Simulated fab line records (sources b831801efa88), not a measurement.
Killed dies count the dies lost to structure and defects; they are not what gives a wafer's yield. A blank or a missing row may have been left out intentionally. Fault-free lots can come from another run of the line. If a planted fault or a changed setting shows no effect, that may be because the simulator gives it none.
Which tool is to blame? -- flow gf180mcu -- 36 wafers from 12 lots sampled at 4 of the route's 602 steps

## WHAT THE GAUGES SHOWED, per wafer
GF_MIM_THK_MEAS_06.
lot,measured,on,MIM_CVD_05_THK (nm)
L075,day 25 04:47,film-metro-04,41.8 41.2 42.3
L077,day 25 13:16,film-metro-01,41.9 41.8 42.3
L079,day 26 07:41,film-metro-04,40.7 42.1 41.7
L081,day 27 02:50,film-metro-02,41.0 42.0 42.1
L083,day 27 10:16,film-metro-01,42.2 42.6 42.3
L085,day 28 03:52,film-metro-01,42.3 41.5 42.7
L087,day 28 16:43,film-metro-01,42.4 42.7 43.0
L089,day 29 12:32,film-metro-01,41.2 41.6 41.3
L091,day 30 00:11,film-metro-04,41.3 41.8 41.9
L093,day 30 14:44,film-metro-04,41.9 42.1 42.5
L095,day 30 22:00,film-metro-02,42.1 41.8 42.8
L097,day 31 16:45,film-metro-04,42.2 43.1 43.3

## TOOL THAT RAN EACH LOT (tool first, then ch and the chambers of the sampled wafers, then the start)
lot,GF_V4_SPUTTER_22,GF_V4_CMP_26,GF_MIM_CVD_05
L075,"pvd-sputter-03, day 25 03:50","cmp-01 ch 0,1,2, day 25 04:14","pecvd-02 ch 1,2, day 25 04:45"
L077,"pvd-sputter-03, day 25 12:23","cmp-01 ch 0,1,2, day 25 12:43","pecvd-02 ch 0,2, day 25 13:14"
L079,"pvd-sputter-01, day 26 06:47","cmp-02 ch 0,1, day 26 07:10","pecvd-04 ch 0,1,2, day 26 07:38"
L081,"pvd-sputter-03, day 27 01:56","cmp-02 ch 1,2, day 27 02:17","pecvd-04 ch 0,1, day 27 02:48"
L083,"pvd-sputter-03, day 27 09:21","cmp-02 ch 0,1,3, day 27 09:50","pecvd-04 ch 0,1,2, day 27 10:13"
L085,"pvd-sputter-01, day 28 02:58","cmp-02 ch 1,2,3, day 28 03:25","pecvd-03 ch 0,2, day 28 03:50"
L087,"pvd-sputter-04, day 28 15:49","cmp-01 ch 1,2, day 28 16:11","pecvd-04 ch 1,2, day 28 16:40"
L089,"pvd-sputter-04, day 29 11:38","cmp-02 ch 0,1,3, day 29 11:58","pecvd-04 ch 0,1, day 29 12:29"
L091,"pvd-sputter-01, day 29 23:16","cmp-02 ch 0,3, day 29 23:40","pecvd-03 ch 0,2, day 30 00:08"
L093,"pvd-sputter-04, day 30 13:47","cmp-02 ch 0,1,2, day 30 14:10","pecvd-02 ch 0,2, day 30 14:41"
L095,"pvd-sputter-03, day 30 21:07","cmp-02 ch 1,2, day 30 21:26","pecvd-02 ch 0,2, day 30 21:58"
L097,"pvd-sputter-03, day 31 15:51","cmp-01 ch 0,3, day 31 16:14","pecvd-02 ch 0,1,2, day 31 16:43"
- GF_V4_SPUTTER_22: material TiN, target thk 10 nm, time 40 s.
- GF_V4_CMP_26: polishes, stops on SiO2, t overpolish 15 s, target thk 0 nm.
- GF_MIM_CVD_05: deposits Si3N4, target thk 42 nm, time 29.086 s.

## THE ANSWER, worked out from the rows above alone
Rule: the lots themselves supply what counts as usual. The widest of any qualifying gaps counts: lots, ordered by their means at a reading, are off when they make up no more than a third of the lots, leave a main group of 4 or more, and stand apart from it by 3 or more times the standard deviation of that group's means. Not used: any main group whose means are identical at the precision the tables above print for the reading. Also off: a lot with no number at a reading for which 4 or more lots have one. Where the step has rows for the other lots, those lots are counted as sound.
Across all readings shown, no lot is off: no conclusion can be drawn from this.

## WHAT WAS PUT IN BY THE SIMULATOR
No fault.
